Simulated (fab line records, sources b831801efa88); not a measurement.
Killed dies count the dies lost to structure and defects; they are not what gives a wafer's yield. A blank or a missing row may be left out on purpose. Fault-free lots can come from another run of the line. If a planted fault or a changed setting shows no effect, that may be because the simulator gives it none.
Tool commonality check	flow sky130	12 lots and 36 wafers in the sample

## THE REASON FOR OPENING IT
4 of 12 lots carry a flag on the reading SONOS_ONO_CVD_04_THK at SKY_SONOS_ONO_THK_MEAS_05. No-fault wafers: 5.68 nm, standard deviation 0.085.
Rule: a lot gets a flag if all its wafers with a number sit over 4 standard deviations from that mean, or if no wafer of it has a number. All remaining lots are regarded as sound.

lot	measured	on	SONOS_ONO_CVD_04_THK (nm), wafer by wafer	flag
L744	day 12 04:10	film metro-01	5.78 5.74 5.80	
L745	day 12 11:28	film metro-01	5.74 5.58 5.57	
L748	day 13 23:19	film metro-01	5.74 5.72 5.81	
L749	day 13 23:19	film metro-04	5.62 5.76 5.77	
L750	day 14 10:56	film metro-01	6.34 6.47 6.39	FLAGGED
L752	day 14 16:29	film metro-02	6.47 6.47 6.54	FLAGGED
L751	day 14 16:30	film metro-01	6.32 6.28 6.33	FLAGGED
L753	day 15 08:36	film metro-02	6.26 6.37 6.32	FLAGGED
L761	day 17 17:40	film metro-04	5.52 5.59 5.59	
L762	day 18 05:35	film metro-01	5.70 5.69 5.67	
L764	day 18 19:59	film metro-04	5.71 5.79 5.72	
L765	day 19 01:41	film metro-01	5.68 5.51 5.56	
The mean of the flagged lots' numbers is 6.38 nm, +0.70 nm from the usual (+8 standard deviations).

## LOT BY LOT: THE TOOL USED
Before the reading, the record contains 2 process steps out of a 708-step route. Read each cell as the tool, then ch plus the chambers that the sampled wafers visited, then the start.
lot	flag	SKY_DNWELL_STRIP_08	SKY_SONOS_ONO_CVD_04
L744		plasma asher-01 ch 0,1, day 3 13:01	lpcvd-03 ch 1, day 12 02:54
L745		plasma asher-02 ch 0,1, day 3 19:03	lpcvd-03 ch 0, day 12 10:13
L748		plasma asher-02 ch 0,1, day 4 12:51	lpcvd-03 ch 0, day 13 22:04
L749		plasma asher-04 ch 0,1, day 4 19:40	lpcvd-03 ch 0, day 13 22:04
L750	FLAGGED	plasma asher-02 ch 0,1, day 4 23:18	lpcvd-03 ch 0, day 14 09:41
L752	FLAGGED	plasma asher-04 ch 0,1, day 5 07:35	lpcvd-03 ch 1, day 14 15:13
L751	FLAGGED	plasma asher-01 ch 0,1, day 5 04:30	lpcvd-03 ch 0, day 14 15:13
L753	FLAGGED	plasma asher-04 ch 0,1, day 5 18:58	lpcvd-03 ch 0, day 15 06:43
L761		plasma asher-04 ch 0,1, day 7 09:19	lpcvd-03 ch 0, day 17 16:24
L762		plasma asher-01 ch 0,1, day 7 19:39	lpcvd-03 ch 1, day 18 04:20
L764		plasma asher-02 ch 0,1, day 8 04:39	lpcvd-03 ch 1, day 18 18:43
L765		plasma asher-02 ch 0,1, day 8 07:57	lpcvd-03 ch 0, day 19 00:26
These steps, and what they do:
- SKY_DNWELL_STRIP_08: strips in O2/N2.
- SKY_SONOS_ONO_CVD_04: deposits SiO2 from SiH4/N2O, target thk 5.7199 nm.
- SKY_SONOS_ONO_THK_MEAS_05

## FLAGGED OVER TOTAL, TOOL BY TOOL (the gauges that took the reading come last)
step	tool	lots run	flagged	share of the flagged lots	sound lots run after its first flagged lot
SKY_DNWELL_STRIP_08	plasma asher-01	3	1	some	1 (L762)
SKY_DNWELL_STRIP_08	plasma asher-02	5	1	some	2 (L764,L765)
SKY_DNWELL_STRIP_08	plasma asher-04	4	2	some	1 (L761)
SKY_SONOS_ONO_CVD_04	lpcvd-03	12	4	all	4 (L761,L762,L764,L765)
SKY_SONOS_ONO_THK_MEAS_05	film metro-01	7	2	some	2 (L762,L765)
SKY_SONOS_ONO_THK_MEAS_05	film metro-02	2	2	some	0
SKY_SONOS_ONO_THK_MEAS_05	film metro-04	3	0	none	-

## THE TABLE: WHAT IT ALLOWS
1 row of the table ran every flagged lot: lpcvd-03 at SKY_SONOS_ONO_CVD_04.
- lpcvd-03 at SKY_SONOS_ONO_CVD_04 ran 12 lots, 4 of them flagged. Sound lots ran on it after the first flagged one (L761, L762, L764, L765), which a lasting fault on the whole tool wouldn't allow. Its own readings lie more than 4 standard deviations out on every wafer of the flagged lots: spike tc centre C, spike tc top C, spike tc upper C, susceptor temp C.
Not one row of the table ran every flagged lot while running no sound lot after the first.

## WHAT THE SIMULATOR PUT IN
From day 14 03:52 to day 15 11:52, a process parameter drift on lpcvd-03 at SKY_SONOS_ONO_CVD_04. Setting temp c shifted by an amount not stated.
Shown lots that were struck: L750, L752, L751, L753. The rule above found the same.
